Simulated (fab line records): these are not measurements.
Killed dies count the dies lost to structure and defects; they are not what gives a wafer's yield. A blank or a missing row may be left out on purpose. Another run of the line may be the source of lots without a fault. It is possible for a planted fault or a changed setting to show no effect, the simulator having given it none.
Which of the tools did it? -- flow sky130 -- 11 lots, 33 wafers sampled, at 6 steps of a route of 708

== WHAT THE GAUGES SHOWED, per wafer ==
SKY_SD_N_RS_MEAS_16: measures by four-point-probe.
lot,measured,on,SD_N_RS (ohm/sq)
L408,day 27 15:23,film-metro-03,68.63 68.38 68.69
L409,day 28 11:25,film-metro-02,68.58 68.72 68.54
L410,day 28 12:20,film-metro-02,68.55 68.64 68.68
L412,day 29 06:57,film-metro-03,68.47 68.61 68.47
L413,day 29 23:33,film-metro-03,68.57 68.47 68.47
L414,day 30 01:55,film-metro-03,68.55 68.61 68.62
L421,day 32 07:25,film-metro-01,65.60 65.45 65.71 65.63 65.66 65.64
L423,day 33 01:28,film-metro-02,65.90 65.97 65.89 65.73 65.87 65.91
L428,day 34 08:51,film-metro-02,68.70 68.64 68.75
L430,day 35 03:26,film-metro-01,68.67 68.51 68.63
L431,day 35 12:36,film-metro-02,68.78 68.70 68.68

SKY_SD_N_RS_MEAS_17: measures by four-point-probe.
lot,measured,on,SD_P_RS (ohm/sq)
L408,day 27 15:31,film-metro-03,147.1 147.2 147.3
L409,day 28 11:32,film-metro-02,147.2 147.0 147.2
L410,day 28 12:28,film-metro-02,147.3 147.5 147.3
L412,day 29 07:04,film-metro-03,147.2 146.7 146.9
L413,day 29 23:40,film-metro-03,146.9 146.6 146.8
L414,day 30 02:02,film-metro-03,147.2 147.2 147.2
L421,day 32 09:59,film-metro-01,133.5 133.7 133.8 133.4 133.6 133.5
L423,day 33 03:51,film-metro-02,133.8 133.9 133.9 133.6 134.1 134.0
L428,day 34 08:58,film-metro-02,147.5 147.6 147.5
L430,day 35 03:33,film-metro-01,146.6 146.7 146.5
L431,day 35 12:43,film-metro-02,147.3 147.5 147.1

SKY_CAPM_OVL_MEAS_12.
lot,measured,on,CAPM_OVL (nm)
L408,day 37 05:41,overlay-01,0.9 1.2 -0.5
L409,day 37 22:20,overlay-02,-0.6 -1.8 -1.9
L410,day 38 00:22,overlay-02,-1.2 0.8 -0.1
L412,day 38 15:27,overlay-02,-1.1 -2.6 -1.3
L413,day 39 06:10,overlay-02,-0.9 2.5 0.4
L414,day 39 08:58,overlay-02,0.7 -1.2 -1.9
L421,day 41 09:25,overlay-01,0.4 -0.1 0.9
L423,day 42 02:31,overlay-01,2.0 1.4 1.6
L428,day 43 06:34,overlay-01,-0.5 -1.9 -2.0
L430,day 43 21:28,overlay-02,-2.2 -0.7 -1.7
L431,day 44 04:10,overlay-02,-0.1 -0.7 0.3

== WHAT TOOL EACH LOT RAN ON (gives the tool, then ch and the chambers of the sampled wafers, and finally the start) ==
lot,SKY_SD_N_RTA_14,SKY_VIA2_ETCH_15,SKY_VIA2_CMP_24
L408,"rtp-anneal-02 ch 0, day 27 15:12","rie-diel-01 ch 0,2,3, day 36 01:04","cmp-02 ch 1,2, day 36 02:11"
L409,"rtp-anneal-01 ch 0, day 28 11:13","rie-diel-03 ch 1,2,3, day 36 18:30","cmp-01 ch 1,2,3, day 36 20:17"
L410,"rtp-anneal-02 ch 0, day 28 12:10","rie-diel-01 ch 0,2, day 36 21:31","cmp-01 ch 0,1,3, day 36 22:32"
L412,"rtp-anneal-02 ch 0, day 29 06:47","rie-diel-03 ch 2,3, day 37 13:41","cmp-02 ch 0,1, day 37 14:43"
L413,"rtp-anneal-01 ch 0, day 29 23:23","rie-diel-01 ch 0,1, day 38 04:03","cmp-01 ch 0,1,3, day 38 05:05"
L414,"rtp-anneal-02 ch 0, day 30 01:44","rie-diel-01 ch 0,1,2, day 38 06:16","cmp-01 ch 1,2,3, day 38 07:23"
L421,"rtp-anneal-01 ch 0, day 32 07:14","rie-diel-01 ch 0,1, day 40 07:23","cmp-02 ch 1,2,3, day 40 08:26"
L423,"rtp-anneal-01 ch 0, day 33 01:17","rie-diel-01 ch 0,1,2, day 41 01:40","cmp-01 ch 0,2, day 41 02:42"
L428,"rtp-anneal-02 ch 0, day 34 08:41","rie-diel-02 ch 0,1,3, day 42 05:29","cmp-01 ch 1,2,3, day 42 06:32"
L430,"rtp-anneal-02 ch 0, day 35 03:14","rie-diel-02 ch 0,1,2, day 42 21:25","cmp-02 ch 1,2,3, day 42 22:33"
L431,"rtp-anneal-01 ch 0, day 35 12:26","rie-diel-01 ch 0,1,3, day 43 04:10","cmp-01 ch 1,2,3, day 43 05:20"
- SKY_SD_N_RTA_14: time 2 s.
- SKY_VIA2_ETCH_15: etches SiO2 in C4F8/O2/Ar, stops on TiN, target depth 546 nm, time 84 s.
- SKY_VIA2_CMP_24: polishes, stops on SiO2, t overpolish 20 s, target thk 0 nm.

== WHAT THE TOOLS THEMSELVES READ (means of the sampled wafers that have a number; where no wafer has one, the mark that the record gives instead) ==
SKY_SD_N_RTA_14.
lot,tool,lamp-power-pct (%),wafer_temp_C_max
L408,rtp-anneal-02,15.72,1078.5
L409,rtp-anneal-01,15.69,1077.6
L410,rtp-anneal-02,15.73,1077.9
L412,rtp-anneal-02,15.81,1077.7
L413,rtp-anneal-01,15.76,1078.6
L414,rtp-anneal-02,15.69,1077.1
L421,rtp-anneal-01,15.99,1093.4
L423,rtp-anneal-01,16.06,1095.0
L428,rtp-anneal-02,15.73,1078.3
L430,rtp-anneal-02,15.77,1078.4
L431,rtp-anneal-01,15.74,1079.3

SKY_VIA2_ETCH_15.
lot,tool,bias-w (W),oes-product-au (a.u.)
L408,rie-diel-01,1202,0.932
L409,rie-diel-03,1198,0.937
L410,rie-diel-01,1195,0.938
L412,rie-diel-03,1203,0.931
L413,rie-diel-01,1201,0.936
L414,rie-diel-01,1202,0.940
L421,rie-diel-01,1198,0.939
L423,rie-diel-01,1198,0.938
L428,rie-diel-02,1197,0.933
L430,rie-diel-02,1197,0.936
L431,rie-diel-01,1201,0.933

SKY_VIA2_CMP_24.
lot,tool,head-pressure-psi (psi),motor-current-A (A),overpolish-run-s (s),time-to-endpoint-s (s)
L408,cmp-02,3.500,10.5,19.992,108
L409,cmp-01,3.505,12.2,19.998,103
L410,cmp-01,3.500,11.3,20.005,98
L412,cmp-02,3.497,11.9,20.004,100
L413,cmp-01,3.498,11.3,19.998,99
L414,cmp-01,3.496,12.6,20.002,96
L421,cmp-02,3.502,11.2,20.003,108
L423,cmp-01,3.505,12.1,19.992,103
L428,cmp-01,3.498,12.2,20.007,98
L430,cmp-02,3.505,10.7,20.008,101
L431,cmp-01,3.500,12.3,20.005,100

== THE ANSWER, worked out from the rows above alone ==
Rule: the lots themselves supply what counts as usual. Put in order of their means at a reading, lots are off if they are a third of the lots or fewer, leave a main group of 4 or more, and stand apart from it by a gap of 3 or more times the standard deviation of the main group's means; of several such gaps the widest counts. A main group whose means are all the same, to the digits that the tables above print for the reading, isn't used. A lot without any number at a reading at which 4 lots or more have one is off too. Where the step has rows for the other lots, those lots are counted as sound. The gauges are gone through in route order, then the tools' own readings, and for those a lot's mean is taken as printed above. At the first step where some lot is off, the reading lying furthest off is the one used; lots without a number count as furthest.
Off: at SKY_SD_N_RS_MEAS_16 (SD_N_RS), L421, L423. The main group: mean 68.60 ohm/sq, standard deviation 0.068.
If a tool, at a process step before that reading, ran all the lots that are off and no sound lot after the first of them, it fits. The gauges at SKY_SD_N_RS_MEAS_16 aren't tried: what is off there is off at SKY_SD_N_RTA_14 too, on other tools, and a gauge's error can't cause that. Not one of the candidates tried fits.

== WHAT HAD BEEN PUT IN BY THE SIMULATOR ==
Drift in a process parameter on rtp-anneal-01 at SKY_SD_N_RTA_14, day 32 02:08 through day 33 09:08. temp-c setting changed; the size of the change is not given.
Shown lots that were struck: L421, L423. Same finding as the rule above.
